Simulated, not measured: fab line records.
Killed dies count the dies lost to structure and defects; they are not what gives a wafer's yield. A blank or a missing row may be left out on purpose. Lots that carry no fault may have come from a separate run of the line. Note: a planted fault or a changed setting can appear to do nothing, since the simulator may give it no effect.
Which tool is to blame? -- flow gf180mcu -- 33 wafers from 11 lots sampled at 5 of the route's 602 steps

WHAT THE GAUGES READ, wafer by wafer
GF_STI_THK_MEAS_24.
lot,measured,on,STI_CVD_23_THK (nm)
L537,day 2 04:08,film_metro-01,666 646 652
L538,day 2 08:07,film_metro-04,632 649 645
L542,day 3 07:14,film_metro-04,656 659 648
L544,day 3 19:20,film_metro-02,664 641 665
L545,day 4 00:47,film_metro-04,643 661 645
L548,day 4 11:16,film_metro-04,655 642 647
L556,day 6 05:14,film_metro-02,658 644 660
L557,day 6 10:50,film_metro-02,650 658 664
L558,day 6 15:37,film_metro-02,643 655 653
L559,day 6 20:45,film_metro-02,655 645 647
L560,day 7 05:02,film_metro-04,659 659 653

GF_VT_IMPLANT_TW_MEAS_43.
lot,measured,on,VT_IMPLANT_4_TW
L537,day 7 10:31,film_metro-03,697 698 702
L538,day 7 19:01,film_metro-03,695 696 696
L542,day 9 01:56,film_metro-03,695 698 700
L544,day 9 15:55,film_metro-04,32 32 32 32 32 32
L545,day 10 00:06,film_metro-03,694 698 693
L548,day 10 13:40,film_metro-03,698 695 696
L556,day 12 21:53,film_metro-03,697 695 696
L557,day 13 05:08,film_metro-03,704 702 699
L558,day 13 12:46,film_metro-04,691 687 693
L559,day 13 17:06,film_metro-01,698 697 696
L560,day 14 05:49,film_metro-03,698 703 696

GF_NSD_CD_MEAS_07 targets a cd of 400 nm.
lot,measured,on,cd_nm (nm)
L537,day 13 10:59,cd_sem-01,399.1 398.8 397.3
L538,day 13 15:16,cd_sem-01,402.4 401.4 402.0
L542,day 15 04:59,cd_sem-01,400.9 402.6 401.5
L545,day 16 08:23,cd_sem-01,402.7 403.2 403.1
L548,day 17 00:58,cd_sem-01,396.7 397.6 398.8
L556,day 19 22:41,cd_sem-01,401.5 401.7 400.0
L557,day 20 05:14,cd_sem-02,403.2 401.3 402.4
L558,day 20 17:03,cd_sem-01,402.1 402.3 401.1
L559,day 20 20:53,cd_sem-01,398.5 399.7 398.3
L560,day 21 10:47,cd_sem-01,400.7 400.2 401.3

EACH LOT AND THE TOOL THAT RAN IT (in order: tool; ch and the chambers of the sampled wafers; start)
lot,GF_VT_IMPLANT_STRIP_31,GF_VT_IMPLANT_STRIP_42
L537,"plasma_asher-01 ch 0,1, day 6 18:08","plasma_asher-02 ch 0,1, day 7 10:25"
L538,"plasma_asher-01 ch 0,1, day 7 02:45","plasma_asher-02 ch 0,1, day 7 18:56"
L542,"plasma_asher-02 ch 0,1, day 8 08:45","plasma_asher-04 ch 0,1, day 9 01:50"
L544,"plasma_asher-01 ch 0,1, day 8 22:03","plasma_asher-04 ch 0,1, day 9 15:49"
L545,"plasma_asher-02 ch 0,1, day 9 06:07","plasma_asher-02 ch 0, day 10 00:00"
L548,"plasma_asher-04 ch 0,1, day 9 19:26","plasma_asher-04 ch 0,1, day 10 13:33"
L556,"plasma_asher-01 ch 0,1, day 12 02:20","plasma_asher-02 ch 0,1, day 12 21:46"
L557,"plasma_asher-04 ch 0,1, day 12 09:35","plasma_asher-02 ch 0,1, day 13 05:02"
L558,"plasma_asher-02 ch 0,1, day 12 17:03","plasma_asher-04 ch 0,1, day 13 12:39"
L559,"plasma_asher-01 ch 0,1, day 12 20:34","plasma_asher-04 ch 0,1, day 13 17:00"
L560,"plasma_asher-01 ch 0,1, day 13 09:13","plasma_asher-02 ch 0,1, day 14 05:43"
- GF_VT_IMPLANT_STRIP_31: strips in O2/N2.
- GF_VT_IMPLANT_STRIP_42: strips in O2/N2.

AS READ BY THE TOOLS THEMSELVES (means over the sampled wafers that have a number; for cases with no such wafer, the mark the record gives instead)
GF_VT_IMPLANT_STRIP_31.
lot,tool,chamber_pressure_mTorr (mTorr),drypump_motor_current_A (A),heater_power_w (W),oes_product_au (a.u.),strip_time_to_endpoint_s (s)
L537,plasma_asher-01,1500.8,6.4,332,0.716,12.62
L538,plasma_asher-01,1499.4,6.4,331,0.717,12.67
L542,plasma_asher-02,1499.1,5.7,342,0.719,12.63
L544,plasma_asher-01,1500.1,6.1,308,0.952,-
L545,plasma_asher-02,1501.0,5.7,340,0.716,12.59
L548,plasma_asher-04,1499.9,6.1,358,0.717,12.64
L556,plasma_asher-01,1500.7,6.1,312,0.716,12.57
L557,plasma_asher-04,1500.9,6.0,357,0.715,12.63
L558,plasma_asher-02,1501.7,5.5,358,0.716,12.58
L559,plasma_asher-01,1499.7,6.4,334,0.718,12.55
L560,plasma_asher-01,1499.3,6.1,310,0.723,12.66

GF_VT_IMPLANT_STRIP_42.
lot,tool,chamber_pressure_mTorr (mTorr),drypump_motor_current_A (A),heater_power_w (W),oes_product_au (a.u.),strip_time_to_endpoint_s (s)
L537,plasma_asher-02,1500.9,5.6,354,0.710,12.57
L538,plasma_asher-02,1501.3,5.7,342,0.715,12.67
L542,plasma_asher-04,1499.6,6.0,354,0.713,12.63
L544,plasma_asher-04,1499.8,6.1,362,0.714,15.43
L545,plasma_asher-02,1499.6,5.4,364,0.718,12.59
L548,plasma_asher-04,1499.9,5.7,358,0.718,12.56
L556,plasma_asher-02,1500.2,5.7,337,0.714,12.60
L557,plasma_asher-02,1499.4,5.6,360,0.717,12.63
L558,plasma_asher-04,1501.3,6.0,354,0.721,12.65
L559,plasma_asher-04,1499.2,6.1,361,0.716,12.60
L560,plasma_asher-02,1501.6,5.7,338,0.720,12.62

THE ANSWER, worked out from the rows above alone
Rule: the lots themselves supply what counts as usual. Put in order of their means at a reading, lots are off if they are a third of the lots or fewer, leave a main group of 4 or more, and stand apart from it by a gap of 3 or more times the standard deviation of the main group's means; of several such gaps the widest counts. A main group is skipped when, at the precision printed for the reading in the tables above, its means are all equal. A lot without any number at a reading at which 4 lots or more have one is off too. The other lots that the step has rows for count as sound. The gauges are gone through in route order, then the tools' own readings, and for those a lot's mean is taken as printed above. At the first step where some lot is off, the reading lying furthest off is the one used; lots without a number count as furthest.
Off: L544, seen at GF_VT_IMPLANT_TW_MEAS_43 (VT_IMPLANT_4_TW). Main group: mean 697, sd 2.9.
A tool fits if, at a process step before that reading, it ran every lot that is off, and no sound lot after the first of them. The gauges at GF_VT_IMPLANT_TW_MEAS_43 aren't tried: what is off there is off at GF_VT_IMPLANT_STRIP_31 too, on other tools, and a gauge's error can't cause that. Not one of the candidates tried fits.

WHAT WAS PUT IN BY THE SIMULATOR
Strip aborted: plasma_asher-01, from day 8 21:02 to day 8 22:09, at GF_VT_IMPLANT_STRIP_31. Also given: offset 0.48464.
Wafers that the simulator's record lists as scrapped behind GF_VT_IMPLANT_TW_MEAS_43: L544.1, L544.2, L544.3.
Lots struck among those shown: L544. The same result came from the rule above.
